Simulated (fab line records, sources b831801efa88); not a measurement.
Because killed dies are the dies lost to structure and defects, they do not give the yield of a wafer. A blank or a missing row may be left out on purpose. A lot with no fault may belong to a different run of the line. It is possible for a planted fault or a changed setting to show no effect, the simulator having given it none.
Which tool did it? :: flow gf180mcu :: 24 lots with 72 wafers sampled at 6 steps, on a route of 602 steps

## WHAT THE GAUGES READ, wafer by wafer
GF_STI_THK_MEAS_30.
lot: L074
measured: day 2 06:46
on: film_metro-03
STI_OXIDATION_02_THK (nm): 10.00 10.12 10.14

lot: L075
measured: day 2 13:55
on: film_metro-03
STI_OXIDATION_02_THK (nm): 9.93 10.11 9.76

lot: L076
measured: day 2 17:31
on: film_metro-03
STI_OXIDATION_02_THK (nm): 9.98 9.98 10.14

lot: L077
measured: day 2 21:08
on: film_metro-03
STI_OXIDATION_02_THK (nm): 10.19 10.14 10.23

lot: L078
measured: day 3 02:25
on: film_metro-01
STI_OXIDATION_02_THK (nm): 9.41 9.57 9.52

lot: L079
measured: day 3 09:14
on: film_metro-03
STI_OXIDATION_02_THK (nm): 10.06 10.23 9.99

lot: L080
measured: day 3 13:22
on: film_metro-01
STI_OXIDATION_02_THK (nm): 10.06 9.99 10.12

lot: L081
measured: day 3 17:23
on: film_metro-02
STI_OXIDATION_02_THK (nm): 9.82 9.58 9.61

lot: L082
measured: day 3 23:27
on: film_metro-03
STI_OXIDATION_02_THK (nm): 9.83 9.74 9.66

lot: L083
measured: day 4 06:17
on: film_metro-02
STI_OXIDATION_02_THK (nm): 10.59 10.44 10.29

lot: L084
measured: day 4 11:23
on: film_metro-02
STI_OXIDATION_02_THK (nm): 9.66 9.76 9.79

lot: L085
measured: day 4 16:34
on: film_metro-02
STI_OXIDATION_02_THK (nm): 10.21 10.10 10.20

lot: L086
measured: day 4 20:29
on: film_metro-02
STI_OXIDATION_02_THK (nm): 10.13 10.19 10.11

lot: L087
measured: day 5 08:13
on: film_metro-03
STI_OXIDATION_02_THK (nm): 10.18 10.12 10.20

lot: L088
measured: day 5 10:51
on: film_metro-03
STI_OXIDATION_02_THK (nm): 10.36 10.35 10.24

lot: L089
measured: day 5 14:54
on: film_metro-02
STI_OXIDATION_02_THK (nm): 9.96 9.76 10.10

lot: L090
measured: day 5 19:11
on: film_metro-03
STI_OXIDATION_02_THK (nm): 10.40 10.30 10.52

lot: L091
measured: day 5 23:50
on: film_metro-01
STI_OXIDATION_02_THK (nm): 10.04 10.05 9.97

lot: L092
measured: day 6 05:58
on: film_metro-01
STI_OXIDATION_02_THK (nm): 9.79 9.77 9.81

lot: L093
measured: day 6 09:59
on: film_metro-03
STI_OXIDATION_02_THK (nm): 10.03 9.94 10.04

lot: L094
measured: day 6 17:52
on: film_metro-01
STI_OXIDATION_02_THK (nm): 10.22 10.07 10.32

lot: L095
measured: day 6 19:58
on: film_metro-03
STI_OXIDATION_02_THK (nm): 9.92 10.06 9.95

lot: L096
measured: day 6 23:40
on: film_metro-01
STI_OXIDATION_02_THK (nm): 9.48 9.62 9.70

lot: L097
measured: day 7 04:41
on: film_metro-02
STI_OXIDATION_02_THK (nm): 9.73 9.91 9.68

GF_DUAL_GATE_THK_MEAS_03.
lot: L074
measured: day 7 12:32
on: film_metro-01
DUAL_GATE_OXIDATION_00_THK (nm): 10.37 10.29 10.22

lot: L075
measured: day 8 00:31
on: film_metro-02
DUAL_GATE_OXIDATION_00_THK (nm): 10.73 10.81 11.01

lot: L076
measured: day 8 05:00
on: film_metro-02
DUAL_GATE_OXIDATION_00_THK (nm): 10.68 10.77 10.57

lot: L077
measured: day 8 08:25
on: film_metro-02
DUAL_GATE_OXIDATION_00_THK (nm): 10.65 10.62 10.62

lot: L078
measured: day 8 14:58
on: film_metro-02
DUAL_GATE_OXIDATION_00_THK (nm): 10.85 10.81 10.69

lot: L079
measured: day 9 01:13
on: film_metro-01
DUAL_GATE_OXIDATION_00_THK (nm): 10.71 10.97 10.85

lot: L080
measured: day 9 06:15
on: film_metro-03
DUAL_GATE_OXIDATION_00_THK (nm): 10.61 10.78 10.75

lot: L081
measured: day 9 11:22
on: film_metro-02
DUAL_GATE_OXIDATION_00_THK (nm): 10.78 10.64 10.75

lot: L082
measured: day 9 18:30
on: film_metro-01
DUAL_GATE_OXIDATION_00_THK (nm): 11.01 10.98 10.93

lot: L083
measured: day 10 03:58
on: film_metro-01
DUAL_GATE_OXIDATION_00_THK (nm): 10.71 10.86 10.95

lot: L084
measured: day 10 11:52
on: film_metro-03
DUAL_GATE_OXIDATION_00_THK (nm): 10.75 10.79 10.92

lot: L085
measured: day 10 18:10
on: film_metro-01
DUAL_GATE_OXIDATION_00_THK (nm): 10.98 10.98 11.13

lot: L086
measured: day 10 21:52
on: film_metro-02
DUAL_GATE_OXIDATION_00_THK (nm): 10.60 10.50 10.79

lot: L087
measured: day 11 13:12
on: film_metro-01
DUAL_GATE_OXIDATION_00_THK (nm): 11.00 10.93 10.89

lot: L088
measured: day 11 18:31
on: film_metro-01
DUAL_GATE_OXIDATION_00_THK (nm): 10.33 10.61 10.50

lot: L089
measured: day 11 23:56
on: film_metro-02
DUAL_GATE_OXIDATION_00_THK (nm): 11.09 11.16 11.16

lot: L090
measured: day 12 07:32
on: film_metro-01
DUAL_GATE_OXIDATION_00_THK (nm): 10.75 10.50 10.64

lot: L091
measured: day 12 12:20
on: film_metro-01
DUAL_GATE_OXIDATION_00_THK (nm): 11.07 11.06 11.10

lot: L092
measured: day 13 01:33
on: film_metro-01
DUAL_GATE_OXIDATION_00_THK (nm): 11.19 10.92 11.13

lot: L093
measured: day 13 02:05
on: film_metro-02
DUAL_GATE_OXIDATION_00_THK (nm): 10.97 11.30 11.17

lot: L094
measured: day 13 12:46
on: film_metro-01
DUAL_GATE_OXIDATION_00_THK (nm): 11.02 10.80 10.95

lot: L095
measured: day 13 17:07
on: film_metro-02
DUAL_GATE_OXIDATION_00_THK (nm): 10.91 10.82 10.92

lot: L096
measured: day 13 19:29
on: film_metro-01
DUAL_GATE_OXIDATION_00_THK (nm): 10.92 10.80 10.71

lot: L097
measured: day 14 02:35
on: film_metro-02
DUAL_GATE_OXIDATION_00_THK (nm): 11.30 11.17 11.07

GF_HV_LDD_TW_MEAS_23.
lot: L074
measured: day 10 14:05
on: film_metro-03
HV_LDD_2_TW: 1040 1038 1039

lot: L075
measured: day 11 04:05
on: film_metro-03
HV_LDD_2_TW: 1039 1034 1035

lot: L076
measured: day 11 08:59
on: film_metro-04
HV_LDD_2_TW: 1052 1059 1057

lot: L077
measured: day 11 12:28
on: film_metro-03
HV_LDD_2_TW: 1034 1038 1034

lot: L078
measured: day 11 19:32
on: film_metro-03
HV_LDD_2_TW: 1035 1041 1035

lot: L079
measured: day 12 10:17
on: film_metro-02
HV_LDD_2_TW: 1068 1073 1076

lot: L080
measured: day 12 13:22
on: film_metro-02
HV_LDD_2_TW: 1074 1080 1082

lot: L081
measured: day 12 20:17
on: film_metro-04
HV_LDD_2_TW: 1061 1057 1060

lot: L082
measured: day 13 04:49
on: film_metro-02
HV_LDD_2_TW: 1059 1062 1063

lot: L083
measured: day 13 14:24
on: film_metro-02
HV_LDD_2_TW: 1065 1061 1058

lot: L084
measured: day 13 22:30
on: film_metro-03
HV_LDD_2_TW: 1037 1047 1035

lot: L085
measured: day 14 07:25
on: film_metro-03
HV_LDD_2_TW: 1034 1033 1031

lot: L086
measured: day 14 10:01
on: film_metro-02
HV_LDD_2_TW: 1069 1073 1076

lot: L087
measured: day 15 02:22
on: film_metro-03
HV_LDD_2_TW: 1046 1042 1045

lot: L088
measured: day 15 11:38
on: film_metro-03
HV_LDD_2_TW: 1039 1042 1041

lot: L089
measured: day 15 16:19
on: film_metro-04
HV_LDD_2_TW: 1057 1062 1063

lot: L090
measured: day 15 23:17
on: film_metro-02
HV_LDD_2_TW: 1072 1067 1069

lot: L091
measured: day 16 06:04
on: film_metro-02
HV_LDD_2_TW: 1065 1065 1065

lot: L092
measured: day 16 20:06
on: film_metro-02
HV_LDD_2_TW: 1063 1066 1063

lot: L093
measured: day 17 00:17
on: film_metro-03
HV_LDD_2_TW: 1032 1038 1040

lot: L094
measured: day 17 10:23
on: film_metro-02
HV_LDD_2_TW: 1062 1057 1065

lot: L095
measured: day 17 15:49
on: film_metro-04
HV_LDD_2_TW: 1064 1064 1063

lot: L096
measured: day 17 17:10
on: film_metro-04
HV_LDD_2_TW: 1066 1067 1066

lot: L097
measured: day 18 01:44
on: film_metro-04
HV_LDD_2_TW: 1066 1063 1062

GF_HV_LDD_CD_MEAS_31 targets a cd of 400 nm.
lot: L074
measured: day 11 07:53
on: cd_sem-02
cd_nm (nm): 399.4 398.4 397.2

lot: L075
measured: day 11 21:52
on: cd_sem-01
cd_nm (nm): 401.6 400.9 401.8

lot: L076
measured: day 12 03:40
on: cd_sem-01
cd_nm (nm): 398.6 398.5 400.3

lot: L077
measured: day 12 07:04
on: cd_sem-01
cd_nm (nm): 396.3 398.5 395.7

lot: L078
measured: day 12 14:04
on: cd_sem-01
cd_nm (nm): 396.0 392.5 395.1

lot: L079
measured: day 13 05:58
on: cd_sem-02
cd_nm (nm): 405.1 404.8 403.2

lot: L080
measured: day 13 08:44
on: cd_sem-01
cd_nm (nm): 404.5 402.9 403.3

lot: L081
measured: day 13 15:48
on: cd_sem-01
cd_nm (nm): 399.4 397.9 397.3

lot: L082
measured: day 14 00:58
on: cd_sem-02
cd_nm (nm): 404.0 404.5 405.4

lot: L083
measured: day 14 10:19
on: cd_sem-02
cd_nm (nm): 395.5 396.5 397.8

lot: L084
measured: day 14 19:22
on: cd_sem-02
cd_nm (nm): 400.4 399.1 398.0

lot: L085
measured: day 15 04:43
on: cd_sem-02
cd_nm (nm): 398.8 397.6 399.0

lot: L086
measured: day 15 06:58
on: cd_sem-02
cd_nm (nm): 399.1 398.1 399.6

lot: L087
measured: day 15 23:21
on: cd_sem-01
cd_nm (nm): 398.3 400.3 401.4

lot: L088
measured: day 16 08:58
on: cd_sem-01
cd_nm (nm): 397.8 398.4 400.8

lot: L089
measured: day 16 14:10
on: cd_sem-01
cd_nm (nm): 400.8 402.1 402.1

lot: L090
measured: day 16 21:52
on: cd_sem-02
cd_nm (nm): 402.4 403.7 405.7

lot: L091
measured: day 17 04:43
on: cd_sem-02
cd_nm (nm): 402.1 403.0 401.0

lot: L092
measured: day 17 19:06
on: cd_sem-01
cd_nm (nm): 396.8 396.8 398.8

lot: L093
measured: day 17 22:50
on: cd_sem-02
cd_nm (nm): 402.2 402.0 401.9

lot: L094
measured: day 18 09:28
on: cd_sem-02
cd_nm (nm): 399.3 396.8 398.4

lot: L095
measured: day 18 14:46
on: cd_sem-01
cd_nm (nm): 398.6 396.0 399.0

lot: L096
measured: day 18 16:46
on: cd_sem-02
cd_nm (nm): 403.2 401.8 404.6

lot: L097
measured: day 19 01:41
on: cd_sem-02
cd_nm (nm): 404.2 402.5 401.5

GF_M4_OVL_MEAS_15.
lot: L074
measured: day 23 05:23
on: overlay-02
M4_OVL (nm): -4 -5 -1

lot: L075
measured: day 23 18:55
on: overlay-01
M4_OVL (nm): 9 10 13

lot: L076
measured: day 24 02:13
on: overlay-01
M4_OVL (nm): 8 3 5

lot: L077
measured: day 24 08:43
on: overlay-02
M4_OVL (nm): 2 -1 -2

lot: L078
measured: day 24 12:34
on: overlay-01
M4_OVL (nm): -2 -4 -5

lot: L079
measured: day 25 06:31
on: overlay-01
M4_OVL (nm): -3 -1 1

lot: L080
measured: day 25 10:19
on: overlay-01
M4_OVL (nm): 4 4 5

lot: L081
measured: day 25 18:37
on: overlay-01
M4_OVL (nm): -8 -9 -11

lot: L082
measured: day 26 04:55
on: overlay-02
M4_OVL (nm): 3 8 13

lot: L083
measured: day 26 14:16
on: overlay-01
M4_OVL (nm): 15 12 11

lot: L084
measured: day 26 21:02
on: overlay-02
M4_OVL (nm): -3 -1 -2

lot: L085
measured: day 27 06:11
on: overlay-02
M4_OVL (nm): -6 -9 2

lot: L086
measured: day 27 09:49
on: overlay-02
M4_OVL (nm): 12 1 10

lot: L087
measured: day 28 00:58
on: overlay-02
M4_OVL (nm): -3 0 -4

lot: L088
measured: day 28 08:04
on: overlay-01
M4_OVL (nm): 12 3 10

lot: L089
measured: day 28 13:10
on: overlay-02
M4_OVL (nm): -1 -5 -8

lot: L090
measured: day 28 17:28
on: overlay-01
M4_OVL (nm): 15 5 12

lot: L091
measured: day 29 02:59
on: overlay-02
M4_OVL (nm): -8 -1 -2

lot: L092
measured: day 29 12:14
on: overlay-02
M4_OVL (nm): 6 13 13

lot: L093
measured: day 29 16:37
on: overlay-02
M4_OVL (nm): -4 -4 -3

lot: L094
measured: day 30 01:49
on: overlay-02
M4_OVL (nm): 2 -7 0

lot: L095
measured: day 30 03:11
on: overlay-02
M4_OVL (nm): -2 -3 -7

lot: L096
measured: day 30 05:45
on: overlay-01
M4_OVL (nm): 6 11 5

lot: L097
measured: day 30 11:23
on: overlay-02
M4_OVL (nm): -8 3 0

## TOOL THAT RAN EACH LOT (tool first, then ch and the chambers of the sampled wafers, then the start)
lot: L074
GF_STI_STRIP_15: plasma_asher-03 ch 0,1, day 2 01:57

lot: L075
GF_STI_STRIP_15: plasma_asher-04 ch 0,1, day 2 08:33

lot: L076
GF_STI_STRIP_15: plasma_asher-01 ch 0,1, day 2 13:26

lot: L077
GF_STI_STRIP_15: plasma_asher-03 ch 0,1, day 2 17:03

lot: L078
GF_STI_STRIP_15: plasma_asher-01 ch 0,1, day 2 21:56

lot: L079
GF_STI_STRIP_15: plasma_asher-01 ch 0,1, day 3 04:52

lot: L080
GF_STI_STRIP_15: plasma_asher-03 ch 0,1, day 3 08:34

lot: L081
GF_STI_STRIP_15: plasma_asher-04 ch 0,1, day 3 12:39

lot: L082
GF_STI_STRIP_15: plasma_asher-01 ch 0,1, day 3 19:14

lot: L083
GF_STI_STRIP_15: plasma_asher-04 ch 0,1, day 3 23:46

lot: L084
GF_STI_STRIP_15: plasma_asher-04 ch 0,1, day 4 06:57

lot: L085
GF_STI_STRIP_15: plasma_asher-03 ch 0,1, day 4 10:43

lot: L086
GF_STI_STRIP_15: plasma_asher-01 ch 0,1, day 4 16:21

lot: L087
GF_STI_STRIP_15: plasma_asher-04 ch 0, day 4 20:39

lot: L088
GF_STI_STRIP_15: plasma_asher-03 ch 0,1, day 5 01:43

lot: L089
GF_STI_STRIP_15: plasma_asher-03 ch 0,1, day 5 06:25

lot: L090
GF_STI_STRIP_15: plasma_asher-01 ch 0,1, day 5 10:57

lot: L091
GF_STI_STRIP_15: plasma_asher-01 ch 0,1, day 5 19:43

lot: L092
GF_STI_STRIP_15: plasma_asher-03 ch 0,1, day 6 00:58

lot: L093
GF_STI_STRIP_15: plasma_asher-03 ch 0,1, day 6 05:45

lot: L094
GF_STI_STRIP_15: plasma_asher-03 ch 0,1, day 6 10:50

lot: L095
GF_STI_STRIP_15: plasma_asher-01 ch 0,1, day 6 13:35

lot: L096
GF_STI_STRIP_15: plasma_asher-01 ch 0,1, day 6 18:44

lot: L097
GF_STI_STRIP_15: plasma_asher-04 ch 0,1, day 7 00:19
- GF_STI_STRIP_15: strips in O2/N2.

## AS READ BY THE TOOLS THEMSELVES (means over the sampled wafers that have a number; for cases with no such wafer, the mark the record gives instead)
GF_STI_STRIP_15.
lot: L074
tool: plasma_asher-03
drypump_motor_current_A (A): 5.5
heater_power_w (W): 309
oes_product_au (a.u.): 0.384
strip_time_to_endpoint_s (s): 3.71

lot: L075
tool: plasma_asher-04
drypump_motor_current_A (A): 6.3
heater_power_w (W): 313
oes_product_au (a.u.): 0.388
strip_time_to_endpoint_s (s): 3.72

lot: L076
tool: plasma_asher-01
drypump_motor_current_A (A): 5.2
heater_power_w (W): 352
oes_product_au (a.u.): 0.377
strip_time_to_endpoint_s (s): 3.76

lot: L077
tool: plasma_asher-03
drypump_motor_current_A (A): 5.5
heater_power_w (W): 302
oes_product_au (a.u.): 0.383
strip_time_to_endpoint_s (s): 3.68

lot: L078
tool: plasma_asher-01
drypump_motor_current_A (A): 5.5
heater_power_w (W): 341
oes_product_au (a.u.): 0.385
strip_time_to_endpoint_s (s): 3.76

lot: L079
tool: plasma_asher-01
drypump_motor_current_A (A): 5.2
heater_power_w (W): 357
oes_product_au (a.u.): 0.383
strip_time_to_endpoint_s (s): 3.67

lot: L080
tool: plasma_asher-03
drypump_motor_current_A (A): 5.8
heater_power_w (W): 330
oes_product_au (a.u.): 0.382
strip_time_to_endpoint_s (s): 3.71

lot: L081
tool: plasma_asher-04
drypump_motor_current_A (A): 5.8
heater_power_w (W): 333
oes_product_au (a.u.): 0.379
strip_time_to_endpoint_s (s): 3.66

lot: L082
tool: plasma_asher-01
drypump_motor_current_A (A): 5.2
heater_power_w (W): 350
oes_product_au (a.u.): 0.382
strip_time_to_endpoint_s (s): 3.74

lot: L083
tool: plasma_asher-04
drypump_motor_current_A (A): 6.3
heater_power_w (W): 314
oes_product_au (a.u.): 0.388
strip_time_to_endpoint_s (s): 3.76

lot: L084
tool: plasma_asher-04
drypump_motor_current_A (A): 6.3
heater_power_w (W): 311
oes_product_au (a.u.): 0.383
strip_time_to_endpoint_s (s): 3.75

lot: L085
tool: plasma_asher-03
drypump_motor_current_A (A): 5.5
heater_power_w (W): 311
oes_product_au (a.u.): 0.382
strip_time_to_endpoint_s (s): 3.77

lot: L086
tool: plasma_asher-01
drypump_motor_current_A (A): 5.2
heater_power_w (W): 347
oes_product_au (a.u.): 0.379
strip_time_to_endpoint_s (s): 3.61

lot: L087
tool: plasma_asher-04
drypump_motor_current_A (A): 6.7
heater_power_w (W): 291
oes_product_au (a.u.): 0.384
strip_time_to_endpoint_s (s): 3.68

lot: L088
tool: plasma_asher-03
drypump_motor_current_A (A): 5.5
heater_power_w (W): 310
oes_product_au (a.u.): 0.384
strip_time_to_endpoint_s (s): 3.74

lot: L089
tool: plasma_asher-03
drypump_motor_current_A (A): 5.5
heater_power_w (W): 304
oes_product_au (a.u.): 0.381
strip_time_to_endpoint_s (s): 3.69

lot: L090
tool: plasma_asher-01
drypump_motor_current_A (A): 5.2
heater_power_w (W): 356
oes_product_au (a.u.): 0.389
strip_time_to_endpoint_s (s): 3.73

lot: L091
tool: plasma_asher-01
drypump_motor_current_A (A): 5.2
heater_power_w (W): 352
oes_product_au (a.u.): 0.381
strip_time_to_endpoint_s (s): 3.72

lot: L092
tool: plasma_asher-03
drypump_motor_current_A (A): 5.8
heater_power_w (W): 331
oes_product_au (a.u.): 0.384
strip_time_to_endpoint_s (s): 3.74

lot: L093
tool: plasma_asher-03
drypump_motor_current_A (A): 5.5
heater_power_w (W): 310
oes_product_au (a.u.): 0.378
strip_time_to_endpoint_s (s): 3.68

lot: L094
tool: plasma_asher-03
drypump_motor_current_A (A): 5.8
heater_power_w (W): 333
oes_product_au (a.u.): 0.377
strip_time_to_endpoint_s (s): 3.72

lot: L095
tool: plasma_asher-01
drypump_motor_current_A (A): 5.2
heater_power_w (W): 353
oes_product_au (a.u.): 0.391
strip_time_to_endpoint_s (s): 3.77

lot: L096
tool: plasma_asher-01
drypump_motor_current_A (A): 5.2
heater_power_w (W): 354
oes_product_au (a.u.): 0.384
strip_time_to_endpoint_s (s): 3.76

lot: L097
tool: plasma_asher-04
drypump_motor_current_A (A): 6.3
heater_power_w (W): 311
oes_product_au (a.u.): 0.385
strip_time_to_endpoint_s (s): 3.71

## THE ANSWER, worked out from the rows above alone
Rule: what is usual is taken from the lots themselves. The widest of any qualifying gaps counts: lots, ordered by their means at a reading, are off when they make up no more than a third of the lots, leave a main group of 4 or more, and stand apart from it by 3 or more times the standard deviation of that group's means. The tables above print the reading to a certain number of digits; a main group whose means all agree to those digits is not used. A lot without any number at a reading at which 4 lots or more have one is off too. The other lots that the step has rows for count as sound. First the gauges in route order, then the tools' own readings, where a lot's mean is used as printed above. The first step at which some lot is off is used, and at that step the reading that is off furthest; a lot without a number counts as furthest.
No lot is off at any reading shown: from this, nothing can be told.

## WHAT HAD BEEN PUT IN BY THE SIMULATOR
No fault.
